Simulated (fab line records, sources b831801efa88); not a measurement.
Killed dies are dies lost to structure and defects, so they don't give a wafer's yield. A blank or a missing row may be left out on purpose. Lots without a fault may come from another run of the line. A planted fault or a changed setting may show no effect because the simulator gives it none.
Which tool did it? | flow gf180mcu | 24 lots, 72 wafers sampled, at 4 steps of a route of 602

WHAT THE GAUGES READ, wafer by wafer
GF_V1_BOW_MEAS_05. Usual: V1_BOW 83 um, standard deviation 8.1.
lot  | measured     | on            | V1_BOW (um) | flag
L074 | day 17 14:13 | film_metro-04 | 95 84 87    |
L075 | day 17 20:47 | film_metro-03 | 94 95 81    |
L076 | day 18 01:51 | film_metro-04 | 84 68 83    |
L077 | day 18 22:36 | film_metro-02 | 84 81 85    |
L078 | day 19 08:04 | film_metro-03 | 82 83 93    |
L079 | day 19 20:13 | film_metro-04 | 81 74 77    |
L080 | day 20 05:22 | film_metro-02 | 81 71 78    |
L081 | day 20 17:38 | film_metro-02 | 79 73 68    |
L082 | day 20 17:38 | film_metro-04 | 88 84 76    |
L083 | day 21 00:13 | film_metro-03 | 83 72 77    |
L084 | day 21 18:15 | film_metro-04 | 83 64 79    |
L085 | day 21 21:29 | film_metro-02 | 77 89 91    |
L086 | day 22 07:22 | film_metro-04 | 99 99 102   |
L087 | day 22 14:43 | film_metro-04 | 74 83 83    |
L088 | day 23 00:32 | film_metro-04 | 91 89 81    |
L089 | day 23 06:50 | film_metro-03 | 93 97 100   |
L090 | day 24 03:14 | film_metro-04 | 88 85 96    |
L091 | day 24 03:47 | film_metro-04 | 80 72 82    |
L092 | day 24 06:34 | film_metro-04 | 75 75 72    |
L093 | day 24 12:41 | film_metro-02 | 81 85 83    |
L094 | day 25 01:16 | film_metro-02 | 82 82 77    |
L095 | day 25 06:20 | film_metro-02 | 95 84 85    |
L096 | day 26 01:45 | film_metro-04 | 93 77 82    |
L097 | day 26 03:22 | film_metro-02 | 74 77 76    |

GF_M2_CD_MEAS_14: target cd 280 nm. Usual: cd_nm 279.6 nm, standard deviation 1.2.
lot  | measured     | on        | cd_nm (nm)        | flag
L074 | day 19 15:42 | cd_sem-02 | 277.9 278.3 280.0 |
L075 | day 19 21:49 | cd_sem-01 | 278.9 278.7 279.5 |
L076 | day 20 04:08 | cd_sem-01 | 278.1 279.1 279.9 |
L077 | day 20 23:53 | cd_sem-01 | 278.8 278.7 280.2 |
L078 | day 21 11:12 | cd_sem-02 | 278.8 279.9 279.7 |
L079 | day 21 22:36 | cd_sem-01 | 280.5 280.0 281.2 |
L080 | day 22 06:59 | cd_sem-01 | 280.6 281.0 280.5 |
L081 | day 22 19:18 | cd_sem-01 | 279.9 279.9 278.4 |
L082 | day 22 19:30 | cd_sem-02 | 279.0 278.8 279.5 |
L083 | day 23 01:56 | cd_sem-02 | 279.4 280.6 279.4 |
L084 | day 23 17:56 | cd_sem-02 | 281.2 281.8 283.2 |
L085 | day 23 21:50 | cd_sem-02 | 281.1 281.5 280.9 |
L086 | day 24 06:02 | cd_sem-01 | 279.7 279.3 279.6 |
L087 | day 24 11:35 | cd_sem-02 | 277.9 279.5 279.5 |
L088 | day 24 22:08 | cd_sem-01 | 277.8 278.2 277.2 |
L089 | day 25 05:52 | cd_sem-02 | 278.6 277.2 277.8 |
L090 | day 25 23:48 | cd_sem-01 | 279.0 278.8 277.8 |
L091 | day 26 00:43 | cd_sem-02 | 277.4 277.8 277.2 |
L092 | day 26 04:01 | cd_sem-02 | 279.0 279.8 279.2 |
L093 | day 26 08:36 | cd_sem-01 | 279.6 278.2 278.9 |
L094 | day 26 20:53 | cd_sem-01 | 281.8 281.1 280.5 |
L095 | day 27 02:26 | cd_sem-02 | 279.2 279.3 279.3 |
L096 | day 27 21:23 | cd_sem-02 | 280.4 279.8 280.8 |
L097 | day 27 22:35 | cd_sem-01 | 279.2 279.2 279.7 |

GF_M2_OVL_MEAS_15. Usual: M2_OVL 1 nm, standard deviation 5.9.
lot  | measured     | on         | M2_OVL (nm) | flag
L074 | day 19 15:49 | overlay-01 | 1 5 0       |
L075 | day 19 21:56 | overlay-02 | 3 5 3       |
L076 | day 20 04:15 | overlay-01 | -1 -4 3     |
L077 | day 21 00:00 | overlay-01 | -5 -2 -6    |
L078 | day 21 11:19 | overlay-02 | 2 12 7      |
L079 | day 21 22:43 | overlay-01 | 1 0 2       |
L080 | day 22 07:05 | overlay-01 | -2 6 6      |
L081 | day 22 19:24 | overlay-02 | 8 -6 7      |
L082 | day 22 19:37 | overlay-01 | 6 5 0       |
L083 | day 23 02:02 | overlay-02 | -4 1 4      |
L084 | day 23 18:02 | overlay-02 | 20 6 4      |
L085 | day 23 21:57 | overlay-02 | -3 -4 -7    |
L086 | day 24 06:09 | overlay-01 | -2 -6 -7    |
L087 | day 24 11:41 | overlay-02 | -5 -2 -4    |
L088 | day 24 22:14 | overlay-02 | -1 -10 -6   |
L089 | day 25 05:59 | overlay-01 | 3 1 -1      |
L090 | day 25 23:53 | overlay-01 | 0 2 -2      |
L091 | day 26 00:50 | overlay-01 | -6 -1 5     |
L092 | day 26 04:08 | overlay-02 | 0 -6 -2     |
L093 | day 26 08:43 | overlay-01 | -9 -1 -9    |
L094 | day 26 20:59 | overlay-01 | 0 6 1       |
L095 | day 27 02:32 | overlay-01 | 0 10 2      |
L096 | day 27 21:30 | overlay-01 | 14 5 13     |
L097 | day 27 22:41 | overlay-01 | 5 -1 -4     |

WHICH TOOL RAN EACH LOT (tool, then ch and the chambers of the sampled wafers, then the start)
lot  | GF_V1_CMP_26
L074 | cmp-02 ch 0,1,2, day 18 15:00
L075 | cmp-02 ch 0,2,3, day 18 22:02
L076 | cmp-01 ch 0,1,2, day 19 03:20
L077 | cmp-01 ch 0,1,2, day 19 23:31
L078 | cmp-01 ch 0,1, day 20 10:17
L079 | cmp-02 ch 1,2,3, day 20 22:13
L080 | cmp-01 ch 0,2, day 21 07:01
L081 | cmp-01 ch 0,1,3, day 21 19:44
L082 | cmp-02 ch 0,3, day 21 19:56
L083 | cmp-01 ch 0,1, day 22 01:36
L084 | cmp-01 ch 0,1, day 22 18:20
L085 | cmp-02 ch 0,2,3, day 22 23:00
L086 | cmp-01 ch 1,2,3, day 23 07:55
L087 | cmp-01 ch 0,1, day 23 14:56
L088 | cmp-01 ch 0,2,3, day 24 00:26
L089 | cmp-02 ch 0,1,3, day 24 06:38
L090 | cmp-02 ch 1,2,3, day 25 02:28
L091 | cmp-02 ch 0,2, day 25 03:19
L092 | cmp-02 ch 1,2,3, day 25 06:43
L093 | cmp-02 ch 0,2, day 25 11:38
L094 | cmp-02 ch 1,3, day 25 23:26
L095 | cmp-01 ch 0,1,2, day 26 04:55
L096 | cmp-02 ch 1,2,3, day 27 00:14
L097 | cmp-01 ch 1,2,3, day 27 01:46
- GF_V1_CMP_26: polishes, stops on SiO2, t overpolish 15 s, target thk 0 nm.

WHAT THE TOOLS THEMSELVES READ (means of the sampled wafers that have a number; where no wafer has one, the mark that the record gives instead)
GF_V1_CMP_26. Usual: motor_current_A 11.0 A, standard deviation 1.5; overpolish_run_s 15.000 s, standard deviation 0.01; time_to_endpoint_s 84 s, standard deviation 3.3.
lot  | tool   | motor_current_A (A) | overpolish_run_s (s) | time_to_endpoint_s (s) | flag
L074 | cmp-02 | 11.7                | 14.998               | 83                     |
L075 | cmp-02 | 11.6                | 15.009               | 82                     |
L076 | cmp-01 | 10.1                | 15.008               | 85                     |
L077 | cmp-01 | 9.9                 | 15.003               | 86                     |
L078 | cmp-01 | 10.2                | 15.001               | 85                     |
L079 | cmp-02 | 11.5                | 15.007               | 84                     |
L080 | cmp-01 | 9.6                 | 14.993               | 88                     |
L081 | cmp-01 | 10.5                | 14.994               | 84                     |
L082 | cmp-02 | 10.8                | 15.005               | 87                     |
L083 | cmp-01 | 10.0                | 14.996               | 89                     |
L084 | cmp-01 | 10.1                | 15.008               | 85                     |
L085 | cmp-02 | 11.4                | 14.992               | 79                     |
L086 | cmp-01 | 11.1                | 15.004               | 83                     |
L087 | cmp-01 | 10.1                | 14.997               | 87                     |
L088 | cmp-01 | 11.2                | 15.002               | 85                     |
L089 | cmp-02 | 10.3                | 14.998               | 86                     |
L090 | cmp-02 | 11.2                | 14.991               | 85                     |
L091 | cmp-02 | 12.3                | 15.004               | 81                     |
L092 | cmp-02 | 11.4                | 15.013               | 85                     |
L093 | cmp-02 | 12.6                | 15.002               | 83                     |
L094 | cmp-02 | 10.4                | 14.993               | 83                     |
L095 | cmp-01 | 9.7                 | 15.001               | 85                     |
L096 | cmp-02 | 11.4                | 15.002               | 83                     |
L097 | cmp-01 | 11.1                | 14.994               | 84                     |

THE ANSWER, worked out from the rows above alone
Rule: a lot is off if the mean of its wafers that have a number lies more than 3 standard deviations from the usual mean. A lot without any number at a reading at which 4 lots or more have one is off too. The other lots that the step has rows for count as sound. The gauges are gone through in route order, then the tools' own readings, and for those a lot's mean is taken as printed above. The first step at which some lot is off is used, and at that step the reading that is off furthest; a lot without a number counts as furthest.
No lot is off at any reading shown: from this, nothing can be told.

WHAT THE SIMULATOR HAD PUT IN
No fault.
